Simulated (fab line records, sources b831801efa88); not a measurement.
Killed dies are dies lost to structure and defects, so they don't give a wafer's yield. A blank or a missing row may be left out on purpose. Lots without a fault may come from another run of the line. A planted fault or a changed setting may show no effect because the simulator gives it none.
Which tool did it? | flow sfq_line | 7 lots, 21 wafers sampled, at 4 steps of a route of 325

WHAT THE GAUGES READ, wafer by wafer
SFQ_M3_OVL_MEAS_921.
lot  | measured     | on         | M3_OVL (nm)
L506 | day 28 14:30 | overlay-02 | 2 2 5
L509 | day 29 04:33 | overlay-01 | 5 5 4
L512 | day 30 03:22 | overlay-01 | 3 -6 4
L514 | day 31 04:34 | overlay-01 | 1 -6 0
L516 | day 31 11:19 | overlay-02 | -2 2 -4
L519 | day 32 10:06 | overlay-01 | -1 -11 0
L524 | day 33 18:31 | overlay-02 | -4 1 0

WHICH TOOL RAN EACH LOT (tool, then ch and the chambers of the sampled wafers, then the start)
lot  | SFQ_TRILAYER_L0_BARC_OPEN_METAL_ETCH_010 | SFQ_TRILAYER_I0_VIA_STRIP_STRIP_035 | SFQ_TRILAYER_M1_ETCH_METAL_ETCH_042
L506 | rie_metal-03 ch 0,1, day 3 16:02         | rie_metal-01 ch 0,1, day 10 18:47   | rie_metal-04 ch 0,1, day 13 14:30
L509 | rie_metal-03 ch 0,1, day 4 08:50         | rie_metal-01 ch 0,1, day 11 08:44   | rie_metal-02 ch 0,1, day 14 03:42
L512 | rie_metal-03 ch 0,1, day 5 04:04         | rie_metal-01 ch 0,1, day 12 20:47   | rie_metal-04 ch 0,1, day 15 13:20
L514 | rie_metal-03 ch 0,1, day 5 18:28         | rie_metal-01 ch 0,1, day 13 15:59   | rie_metal-03 ch 0,1, day 16 09:44
L516 | rie_metal-04 ch 0,1, day 6 04:02         | rie_metal-02 ch 0,1, day 14 01:23   | rie_metal-02 ch 0,1, day 16 18:06
L519 | rie_metal-02 ch 0,1, day 6 20:44         | rie_metal-01 ch 0, day 15 00:11     | rie_metal-03 ch 0,1, day 17 16:54
L524 | rie_metal-04 ch 0, day 7 22:36           | rie_metal-02 ch 0,1, day 16 10:59   | rie_metal-04 ch 0,1, day 18 23:39
- SFQ_TRILAYER_L0_BARC_OPEN_METAL_ETCH_010: etches BARC in O2, target depth 125 nm, time 41.7 s.
- SFQ_TRILAYER_I0_VIA_STRIP_STRIP_035: strips in O2.
- SFQ_TRILAYER_M1_ETCH_METAL_ETCH_042: etches Nb in Cl2/Ar, stops on SiO2, target depth 240 nm, time 120 s.

THE ANSWER, worked out from the rows above alone
Rule: what is usual is taken from the lots themselves. Put in order of their means at a reading, lots are off if they are a third of the lots or fewer, leave a main group of 4 or more, and stand apart from it by a gap of 3 or more times the standard deviation of the main group's means; of several such gaps the widest counts. A main group whose means are all the same, to the digits that the tables above print for the reading, isn't used. A lot without any number at a reading at which 4 lots or more have one is off too. The other lots that the step has rows for count as sound.
No lot is off at any reading shown: from this, nothing can be told.

WHAT THE SIMULATOR HAD PUT IN
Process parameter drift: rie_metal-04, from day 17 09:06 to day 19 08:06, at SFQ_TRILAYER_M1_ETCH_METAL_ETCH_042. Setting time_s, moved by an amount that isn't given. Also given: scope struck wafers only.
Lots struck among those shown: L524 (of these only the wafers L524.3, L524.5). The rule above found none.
